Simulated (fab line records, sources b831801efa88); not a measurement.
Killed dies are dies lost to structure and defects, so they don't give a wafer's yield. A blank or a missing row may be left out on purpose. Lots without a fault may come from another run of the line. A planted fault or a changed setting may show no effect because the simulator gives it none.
Which tool did it? | flow gf180mcu | 24 lots, 72 wafers sampled, at 5 steps of a route of 602

WHAT THE GAUGES READ, wafer by wafer
GF_HV_LDD_CD_MEAS_46: target cd 400 nm. Usual: cd_nm 400.1 nm, standard deviation 2.4.
lot  | measured     | on        | cd_nm (nm)        | flag
L074 | day 12 09:02 | cd_sem-01 | 401.2 399.9 398.3 |
L075 | day 13 03:25 | cd_sem-02 | 399.5 400.8 402.3 |
L076 | day 13 06:34 | cd_sem-01 | 400.2 399.0 398.3 |
L077 | day 13 10:30 | cd_sem-01 | 400.7 399.1 401.8 |
L078 | day 14 00:49 | cd_sem-02 | 402.8 403.1 401.0 |
L079 | day 14 11:33 | cd_sem-01 | 400.3 400.6 400.0 |
L081 | day 14 20:14 | cd_sem-01 | 402.2 401.8 401.3 |
L080 | day 14 20:55 | cd_sem-02 | 393.9 394.7 396.6 |
L082 | day 15 04:25 | cd_sem-01 | 401.9 401.2 401.1 |
L083 | day 15 14:16 | cd_sem-02 | 396.4 396.4 396.6 |
L084 | day 15 17:55 | cd_sem-01 | 398.8 399.4 398.7 |
L085 | day 16 02:18 | cd_sem-02 | 403.0 402.7 403.8 |
L086 | day 16 07:30 | cd_sem-01 | 399.2 398.7 397.7 |
L087 | day 16 14:50 | cd_sem-01 | 403.1 400.9 399.9 |
L088 | day 17 03:37 | cd_sem-01 | 400.4 399.8 399.8 |
L089 | day 17 08:42 | cd_sem-02 | 396.3 396.3 396.2 |
L090 | day 17 17:58 | cd_sem-02 | 398.9 401.9 400.1 |
L091 | day 18 03:33 | cd_sem-01 | 403.2 402.3 403.7 |
L092 | day 18 06:43 | cd_sem-01 | 402.9 402.5 400.9 |
L093 | day 18 14:54 | cd_sem-02 | 397.1 397.7 399.6 |
L094 | day 19 00:48 | cd_sem-01 | 400.7 401.8 401.5 |
L095 | day 19 10:19 | cd_sem-01 | 401.3 402.7 401.8 |
L096 | day 19 14:42 | cd_sem-02 | 398.4 398.1 399.5 |
L097 | day 19 21:13 | cd_sem-01 | 402.6 400.5 399.3 |

GF_V4_CD_MEAS_14: target cd 260 nm. Usual: cd_nm 259.9 nm, standard deviation 1.2.
lot  | measured     | on        | cd_nm (nm)        | flag
L074 | day 24 11:22 | cd_sem-02 | 259.0 258.8 259.7 |
L075 | day 25 06:17 | cd_sem-02 | 261.2 263.3 261.8 |
L076 | day 25 08:10 | cd_sem-01 | 260.3 258.6 261.3 |
L077 | day 25 11:27 | cd_sem-01 | 260.6 261.7 262.6 |
L078 | day 26 03:43 | cd_sem-02 | 257.9 259.6 259.2 |
L079 | day 26 12:54 | cd_sem-01 | 258.9 259.5 259.6 |
L081 | day 26 21:41 | cd_sem-02 | 261.1 261.4 261.0 |
L080 | day 26 22:49 | cd_sem-01 | 259.8 259.4 260.4 |
L082 | day 27 06:05 | cd_sem-02 | 260.5 261.0 261.3 |
L083 | day 27 12:56 | cd_sem-01 | 260.3 259.7 260.4 |
L084 | day 27 18:49 | cd_sem-02 | 260.4 260.3 259.6 |
L085 | day 27 23:04 | cd_sem-02 | 259.1 259.2 259.6 |
L086 | day 28 08:03 | cd_sem-01 | 261.1 261.2 260.4 |
L087 | day 28 12:13 | cd_sem-01 | 258.1 257.3 256.8 |
L088 | day 28 23:49 | cd_sem-01 | 260.6 261.6 259.0 |
L089 | day 29 02:58 | cd_sem-01 | 260.0 260.1 260.7 |
L090 | day 29 13:09 | cd_sem-02 | 258.1 259.7 258.3 |
L091 | day 29 21:03 | cd_sem-02 | 259.7 260.5 260.5 |
L092 | day 29 22:37 | cd_sem-01 | 259.4 259.4 259.4 |
L093 | day 30 04:00 | cd_sem-01 | 259.7 259.0 259.1 |
L094 | day 30 12:54 | cd_sem-02 | 259.7 259.4 259.0 |
L095 | day 30 18:45 | cd_sem-01 | 261.9 261.5 261.9 |
L096 | day 30 22:32 | cd_sem-01 | 258.7 260.8 258.2 |
L097 | day 31 02:47 | cd_sem-01 | 258.4 259.5 258.7 |

WHICH TOOL RAN EACH LOT (tool, then ch and the chambers of the sampled wafers, then the start)
lot  | GF_CONTACT_STRIP_18                  | GF_M3_SPUTTER_04             | GF_V3_SPUTTER_21
L074 | plasma_asher-04 ch 0,1, day 16 04:31 | pvd_sputter-01, day 20 10:58 | pvd_sputter-01, day 22 12:41
L075 | plasma_asher-04 ch 0,1, day 17 01:25 | pvd_sputter-02, day 21 08:01 | pvd_sputter-04, day 23 08:20
L076 | plasma_asher-04 ch 0,1, day 17 03:13 | pvd_sputter-01, day 21 09:09 | pvd_sputter-02, day 23 10:52
L077 | plasma_asher-01 ch 0,1, day 17 07:04 | pvd_sputter-02, day 21 14:13 | pvd_sputter-01, day 23 14:41
L078 | plasma_asher-03 ch 0,1, day 17 22:25 | pvd_sputter-01, day 22 06:10 | pvd_sputter-01, day 24 07:17
L079 | plasma_asher-03 ch 0,1, day 18 10:17 | pvd_sputter-03, day 22 17:13 | pvd_sputter-04, day 24 16:35
L081 | plasma_asher-04 ch 0,1, day 18 21:56 | pvd_sputter-01, day 23 04:09 | pvd_sputter-01, day 25 01:25
L080 | plasma_asher-03 ch 0,1, day 18 22:18 | pvd_sputter-02, day 23 05:10 | pvd_sputter-02, day 25 03:10
L082 | plasma_asher-03 ch 0,1, day 19 06:10 | pvd_sputter-02, day 23 13:01 | pvd_sputter-04, day 25 10:14
L083 | plasma_asher-03 ch 0, day 19 16:16   | pvd_sputter-01, day 23 20:49 | pvd_sputter-04, day 25 17:56
L084 | plasma_asher-04 ch 0,1, day 19 22:29 | pvd_sputter-02, day 24 03:11 | pvd_sputter-04, day 25 23:23
L085 | plasma_asher-03 ch 0,1, day 20 05:19 | pvd_sputter-02, day 24 08:27 | pvd_sputter-04, day 26 04:47
L086 | plasma_asher-03 ch 0,1, day 20 12:07 | pvd_sputter-03, day 24 16:19 | pvd_sputter-01, day 26 13:16
L087 | plasma_asher-04 ch 0,1, day 20 21:40 | pvd_sputter-01, day 24 22:22 | pvd_sputter-04, day 26 18:11
L088 | plasma_asher-03 ch 0,1, day 21 10:28 | pvd_sputter-02, day 25 10:18 | pvd_sputter-02, day 27 06:17
L089 | plasma_asher-01 ch 0,1, day 21 14:08 | pvd_sputter-01, day 25 14:19 | pvd_sputter-04, day 27 09:37
L090 | plasma_asher-04 ch 0,1, day 21 23:50 | pvd_sputter-01, day 25 23:34 | pvd_sputter-04, day 27 18:53
L091 | plasma_asher-04 ch 0,1, day 22 09:49 | pvd_sputter-02, day 26 08:11 | pvd_sputter-01, day 28 03:35
L092 | plasma_asher-01 ch 0,1, day 22 12:49 | pvd_sputter-03, day 26 11:19 | pvd_sputter-02, day 28 05:49
L093 | plasma_asher-01 ch 0,1, day 22 19:04 | pvd_sputter-01, day 26 16:16 | pvd_sputter-01, day 28 10:58
L094 | plasma_asher-03 ch 0,1, day 23 05:14 | pvd_sputter-01, day 27 01:25 | pvd_sputter-01, day 28 19:56
L095 | plasma_asher-03 ch 0,1, day 23 15:47 | pvd_sputter-02, day 27 11:11 | pvd_sputter-02, day 29 04:26
L096 | plasma_asher-04 ch 0,1, day 23 19:05 | pvd_sputter-03, day 27 13:55 | pvd_sputter-04, day 29 06:41
L097 | plasma_asher-01 ch 0,1, day 23 22:58 | pvd_sputter-02, day 27 18:28 | pvd_sputter-02, day 29 11:42
- GF_CONTACT_STRIP_18: strips in O2/N2.
- GF_M3_SPUTTER_04: material TiN, target thk 50 nm, time 41.7 s.
- GF_V3_SPUTTER_21: material Ti, target thk 15 nm, time 80.02 s.

WHAT THE TOOLS THEMSELVES READ (means of the sampled wafers that have a number; where no wafer has one, the mark that the record gives instead)
GF_CONTACT_STRIP_18. Usual: drypump_motor_current_A 5.7 A, standard deviation 0.39; heater_power_w 326 W, standard deviation 39; oes_product_au 0.579 a.u., standard deviation 0.0048.
lot  | tool            | drypump_motor_current_A (A) | heater_power_w (W) | oes_product_au (a.u.) | flag
L074 | plasma_asher-04 | 5.9                         | 346                | 0.575                 |
L075 | plasma_asher-04 | 6.0                         | 346                | 0.577                 |
L076 | plasma_asher-04 | 6.0                         | 350                | 0.582                 |
L077 | plasma_asher-01 | 5.3                         | 377                | 0.587                 |
L078 | plasma_asher-03 | 5.6                         | 279                | 0.576                 |
L079 | plasma_asher-03 | 5.6                         | 279                | 0.584                 |
L081 | plasma_asher-04 | 6.0                         | 339                | 0.582                 |
L080 | plasma_asher-03 | 5.9                         | 279                | 0.579                 |
L082 | plasma_asher-03 | 5.9                         | 278                | 0.577                 |
L083 | plasma_asher-03 | 6.2                         | 266                | 0.575                 |
L084 | plasma_asher-04 | 5.9                         | 346                | 0.580                 |
L085 | plasma_asher-03 | 5.6                         | 291                | 0.579                 |
L086 | plasma_asher-03 | 5.9                         | 280                | 0.582                 |
L087 | plasma_asher-04 | 6.0                         | 345                | 0.573                 |
L088 | plasma_asher-03 | 5.6                         | 299                | 0.582                 |
L089 | plasma_asher-01 | 5.3                         | 373                | 0.577                 |
L090 | plasma_asher-04 | 5.9                         | 337                | 0.581                 |
L091 | plasma_asher-04 | 5.9                         | 343                | 0.584                 |
L092 | plasma_asher-01 | 5.3                         | 374                | 0.582                 |
L093 | plasma_asher-01 | 5.3                         | 379                | 0.579                 |
L094 | plasma_asher-03 | 5.6                         | 294                | 0.581                 |
L095 | plasma_asher-03 | 5.6                         | 296                | 0.577                 |
L096 | plasma_asher-04 | 5.9                         | 340                | 0.580                 |
L097 | plasma_asher-01 | 5.3                         | 366                | 0.580                 |

GF_M3_SPUTTER_04. Usual: cathode_dc_power_W 6500.0 W, standard deviation 1.1; throttle_valve_pct 29.9 %, standard deviation 0.85.
lot  | tool           | cathode_dc_power_W (W) | throttle_valve_pct (%) | flag
L074 | pvd_sputter-01 | 6500.4                 | 29.6                   |
L075 | pvd_sputter-02 | 6499.7                 | 29.3                   |
L076 | pvd_sputter-01 | 6500.4                 | 29.4                   |
L077 | pvd_sputter-02 | 6499.9                 | 29.5                   |
L078 | pvd_sputter-01 | 6499.9                 | 29.7                   |
L079 | pvd_sputter-03 | 6500.3                 | 29.7                   |
L081 | pvd_sputter-01 | 6499.5                 | 29.8                   |
L080 | pvd_sputter-02 | 6499.5                 | 29.8                   |
L082 | pvd_sputter-02 | 6501.0                 | 29.4                   |
L083 | pvd_sputter-01 | 6499.4                 | 29.9                   |
L084 | pvd_sputter-02 | 6499.6                 | 29.8                   |
L085 | pvd_sputter-02 | 6500.4                 | 29.8                   |
L086 | pvd_sputter-03 | 6500.0                 | 29.1                   |
L087 | pvd_sputter-01 | 6499.8                 | 30.7                   |
L088 | pvd_sputter-02 | 6500.6                 | 29.4                   |
L089 | pvd_sputter-01 | 6499.6                 | 30.6                   |
L090 | pvd_sputter-01 | 6500.5                 | 30.6                   |
L091 | pvd_sputter-02 | 6499.5                 | 29.5                   |
L092 | pvd_sputter-03 | 6500.1                 | 29.1                   |
L093 | pvd_sputter-01 | 6498.2                 | 30.6                   |
L094 | pvd_sputter-01 | 6500.0                 | 30.4                   |
L095 | pvd_sputter-02 | 6501.2                 | 29.7                   |
L096 | pvd_sputter-03 | 6498.8                 | 29.0                   |
L097 | pvd_sputter-02 | 6500.1                 | 29.7                   |

GF_V3_SPUTTER_21. Usual: cathode_dc_power_W 2500.0 W, standard deviation 0.46; throttle_valve_pct 30.2 %, standard deviation 1.
lot  | tool           | cathode_dc_power_W (W) | throttle_valve_pct (%) | flag
L074 | pvd_sputter-01 | 2500.1                 | 29.6                   |
L075 | pvd_sputter-04 | 2499.8                 | 31.2                   |
L076 | pvd_sputter-02 | 2499.9                 | 29.3                   |
L077 | pvd_sputter-01 | 2499.7                 | 30.4                   |
L078 | pvd_sputter-01 | 2499.2                 | 30.6                   |
L079 | pvd_sputter-04 | 2500.3                 | 30.7                   |
L081 | pvd_sputter-01 | 2499.9                 | 30.6                   |
L080 | pvd_sputter-02 | 2500.2                 | 29.9                   |
L082 | pvd_sputter-04 | 2499.8                 | 30.4                   |
L083 | pvd_sputter-04 | 2499.7                 | 30.0                   |
L084 | pvd_sputter-04 | 2500.1                 | 31.1                   |
L085 | pvd_sputter-04 | 2499.9                 | 30.7                   |
L086 | pvd_sputter-01 | 2500.3                 | 30.3                   |
L087 | pvd_sputter-04 | 2499.9                 | 30.1                   |
L088 | pvd_sputter-02 | 2499.9                 | 29.6                   |
L089 | pvd_sputter-04 | 2499.6                 | 30.1                   |
L090 | pvd_sputter-04 | 2500.2                 | 30.8                   |
L091 | pvd_sputter-01 | 2500.3                 | 29.6                   |
L092 | pvd_sputter-02 | 2499.9                 | 30.2                   |
L093 | pvd_sputter-01 | 2499.7                 | 29.7                   |
L094 | pvd_sputter-01 | 2500.0                 | 30.7                   |
L095 | pvd_sputter-02 | 2500.2                 | 29.1                   |
L096 | pvd_sputter-04 | 2500.0                 | 30.3                   |
L097 | pvd_sputter-02 | 2500.7                 | 29.5                   |

THE ANSWER, worked out from the rows above alone
Rule: a lot is off if the mean of its wafers that have a number lies more than 3 standard deviations from the usual mean. A lot without any number at a reading at which 4 lots or more have one is off too. The other lots that the step has rows for count as sound. The gauges are gone through in route order, then the tools' own readings, and for those a lot's mean is taken as printed above. The first step at which some lot is off is used, and at that step the reading that is off furthest; a lot without a number counts as furthest.
No lot is off at any reading shown: from this, nothing can be told.

WHAT THE SIMULATOR HAD PUT IN
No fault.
